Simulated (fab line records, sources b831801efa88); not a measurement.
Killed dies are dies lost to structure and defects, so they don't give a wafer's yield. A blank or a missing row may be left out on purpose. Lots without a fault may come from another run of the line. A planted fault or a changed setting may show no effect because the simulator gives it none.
Which tool did it? | flow gf180mcu | 14 lots, 42 wafers sampled, at 6 steps of a route of 602

WHAT THE GAUGES READ, wafer by wafer
GF_NWELL_TW_MEAS_11. Usual: NWELL_TW 1556, standard deviation 15.
lot  | measured    | on            | NWELL_TW       | flag
L226 | day 3 13:41 | film_metro-01 | 1572 1569 1566 |
L228 | day 4 00:11 | film_metro-01 | 1566 1565 1566 |
L230 | day 4 10:56 | film_metro-01 | 1566 1568 1564 |
L231 | day 4 15:35 | film_metro-01 | 1574 1562 1572 |
L233 | day 5 05:49 | film_metro-03 | 1542 1539 1543 |
L235 | day 5 13:34 | film_metro-03 | 1542 1540 1542 |
L238 | day 6 06:28 | film_metro-01 | 1566 1560 1568 |
L241 | day 6 22:29 | film_metro-01 | 1568 1563 1563 |
L242 | day 7 02:58 | film_metro-04 | 1564 1569 1575 |
L243 | day 7 09:31 | film_metro-03 | 1535 1532 1534 |
L244 | day 7 16:38 | film_metro-01 | 1568 1561 1565 |
L245 | day 7 20:15 | film_metro-03 | 1539 1537 1549 |
L246 | day 8 02:34 | film_metro-03 | 1535 1535 1528 |
L247 | day 8 07:09 | film_metro-03 | 1528 1525 1529 |

GF_HV_LDD_TW_MEAS_38. Usual: HV_LDD_3_TW 1420, standard deviation 13.
lot  | measured     | on            | HV_LDD_3_TW    | flag
L226 | day 12 06:07 | film_metro-01 | 1426 1426 1422 |
L228 | day 12 19:23 | film_metro-04 | 1423 1428 1425 |
L230 | day 13 08:45 | film_metro-03 | 1409 1405 1408 |
L231 | day 13 13:01 | film_metro-03 | 1412 1407 1410 |
L233 | day 14 09:28 | film_metro-01 | 1536 1535 1540 | OFF
L235 | day 14 18:42 | film_metro-01 | 1536 1532 1527 | OFF
L238 | day 15 21:19 | film_metro-01 | 1533 1537 1537 | OFF
L241 | day 16 16:59 | film_metro-03 | 1399 1400 1399 |
L242 | day 17 02:01 | film_metro-01 | 1432 1427 1425 |
L243 | day 17 08:49 | film_metro-01 | 1432 1428 1427 |
L244 | day 17 21:50 | film_metro-03 | 1398 1392 1408 |
L245 | day 18 02:15 | film_metro-01 | 1423 1420 1424 |
L246 | day 18 09:05 | film_metro-01 | 1422 1421 1427 |
L247 | day 18 17:01 | film_metro-03 | 1409 1407 1410 |

GF_HV_LDD_RS_MEAS_53: measures by four-point-probe. Usual: HV_LDD_RS 418.4 ohm/sq, standard deviation 1.1.
lot  | measured     | on            | HV_LDD_RS (ohm/sq) | flag
L226 | day 13 02:09 | film_metro-01 | 418.8 419.5 420.3  |
L228 | day 13 15:20 | film_metro-04 | 420.1 420.8 420.6  |
L230 | day 14 06:04 | film_metro-01 | 418.8 419.4 418.2  |
L231 | day 14 10:09 | film_metro-04 | 420.2 418.7 418.7  |
L233 | day 15 06:17 | film_metro-04 | 400.2 400.3 400.3  | OFF
L235 | day 15 16:36 | film_metro-03 | 398.6 398.2 398.4  | OFF
L238 | day 16 19:47 | film_metro-01 | 399.4 399.0 400.3  | OFF
L241 | day 17 16:25 | film_metro-03 | 418.2 418.3 418.1  |
L242 | day 18 01:34 | film_metro-04 | 416.6 417.8 417.8  |
L243 | day 18 08:16 | film_metro-03 | 418.7 417.2 418.5  |
L244 | day 18 21:58 | film_metro-03 | 417.4 418.2 418.1  |
L245 | day 19 02:12 | film_metro-04 | 418.2 417.9 418.0  |
L246 | day 19 09:34 | film_metro-01 | 418.9 417.4 416.6  |
L247 | day 19 17:15 | film_metro-01 | 418.4 418.3 417.4  |

GF_NSD_TW_MEAS_12. Usual: NSD_TW 4237, standard deviation 30.
lot  | measured     | on            | NSD_TW         | flag
L226 | day 14 01:23 | film_metro-02 | 4264 4263 4263 |
L228 | day 14 15:11 | film_metro-01 | 4216 4227 4254 |
L230 | day 15 05:59 | film_metro-02 | 4227 4247 4253 |
L231 | day 15 11:47 | film_metro-01 | 4266 4240 4226 |
L233 | day 16 08:06 | film_metro-01 | 4213 4191 4214 |
L235 | day 16 18:25 | film_metro-02 | 4235 4263 4262 |
L238 | day 17 21:41 | film_metro-04 | 4248 4240 4277 |
L241 | day 18 18:56 | film_metro-01 | 4214 4205 4207 |
L242 | day 19 05:22 | film_metro-02 | 4223 4252 4248 |
L243 | day 19 11:33 | film_metro-02 | 4260 4227 4254 |
L244 | day 20 01:11 | film_metro-04 | 4245 4251 4262 |
L245 | day 20 06:06 | film_metro-04 | 4237 4248 4269 |
L246 | day 20 13:05 | film_metro-02 | 4215 4242 4241 |
L247 | day 20 20:16 | film_metro-02 | 4227 4243 4240 |

GF_SAB_CD_MEAS_09: target cd 420 nm. Usual: cd_nm 419.8 nm, standard deviation 2.
lot  | measured     | on        | cd_nm (nm)        | flag
L226 | day 15 21:07 | cd_sem-01 | 419.8 419.3 417.2 |
L228 | day 16 11:41 | cd_sem-01 | 418.2 419.9 419.3 |
L230 | day 17 03:06 | cd_sem-01 | 418.0 419.5 417.5 |
L231 | day 17 09:11 | cd_sem-02 | 419.6 418.0 418.0 |
L233 | day 18 06:25 | cd_sem-01 | 417.5 415.5 416.2 |
L235 | day 18 18:10 | cd_sem-01 | 419.3 420.6 420.5 |
L238 | day 19 22:20 | cd_sem-01 | 417.5 419.3 418.1 |
L241 | day 20 20:37 | cd_sem-02 | 421.0 421.0 419.1 |
L242 | day 21 06:00 | cd_sem-02 | 418.1 417.6 420.7 |
L243 | day 21 11:52 | cd_sem-02 | 421.2 419.5 421.5 |
L244 | day 22 01:22 | cd_sem-02 | 423.3 423.6 421.1 |
L245 | day 22 05:52 | cd_sem-02 | 419.7 418.0 420.0 |
L246 | day 22 12:49 | cd_sem-02 | 417.4 418.6 417.9 |
L247 | day 22 19:43 | cd_sem-02 | 420.5 418.4 419.4 |

WHICH TOOL RAN EACH LOT (tool, then ch and the chambers of the sampled wafers, then the start)
lot  | GF_HV_LDD_IMPLANT_35
L226 | implanter-01 ch 0, day 12 05:43
L228 | implanter-02 ch 0, day 12 19:01
L230 | implanter-04 ch 0, day 13 08:23
L231 | implanter-01 ch 0, day 13 12:38
L233 | implanter-01 ch 0, day 14 08:47
L235 | implanter-04 ch 0, day 14 17:59
L238 | implanter-01 ch 0, day 15 20:36
L241 | implanter-01 ch 0, day 16 16:35
L242 | implanter-04 ch 0, day 17 01:37
L243 | implanter-02 ch 0, day 17 08:27
L244 | implanter-04 ch 0, day 17 21:27
L245 | implanter-02 ch 0, day 18 01:53
L246 | implanter-04 ch 0, day 18 08:41
L247 | implanter-02 ch 0, day 18 16:32
- GF_HV_LDD_IMPLANT_35

WHAT THE TOOLS THEMSELVES READ (means of the sampled wafers that have a number; where no wafer has one, the mark that the record gives instead)
The record holds no such reading with a usual standard deviation.

THE ANSWER, worked out from the rows above alone
Rule: a lot is off if the mean of its wafers that have a number lies more than 3 standard deviations from the usual mean. A lot without any number at a reading at which 4 lots or more have one is off too. The other lots that the step has rows for count as sound. The gauges are gone through in route order, then the tools' own readings, and for those a lot's mean is taken as printed above. The first step at which some lot is off is used, and at that step the reading that is off furthest; a lot without a number counts as furthest.
Off: L233, L235, L238, at GF_HV_LDD_TW_MEAS_38 (HV_LDD_3_TW).
A tool fits if, at a process step before that reading, it ran every lot that is off, and no sound lot after the first of them. The gauges at GF_HV_LDD_TW_MEAS_38 are tried like those tools. None of those tried fits.

WHAT THE SIMULATOR HAD PUT IN
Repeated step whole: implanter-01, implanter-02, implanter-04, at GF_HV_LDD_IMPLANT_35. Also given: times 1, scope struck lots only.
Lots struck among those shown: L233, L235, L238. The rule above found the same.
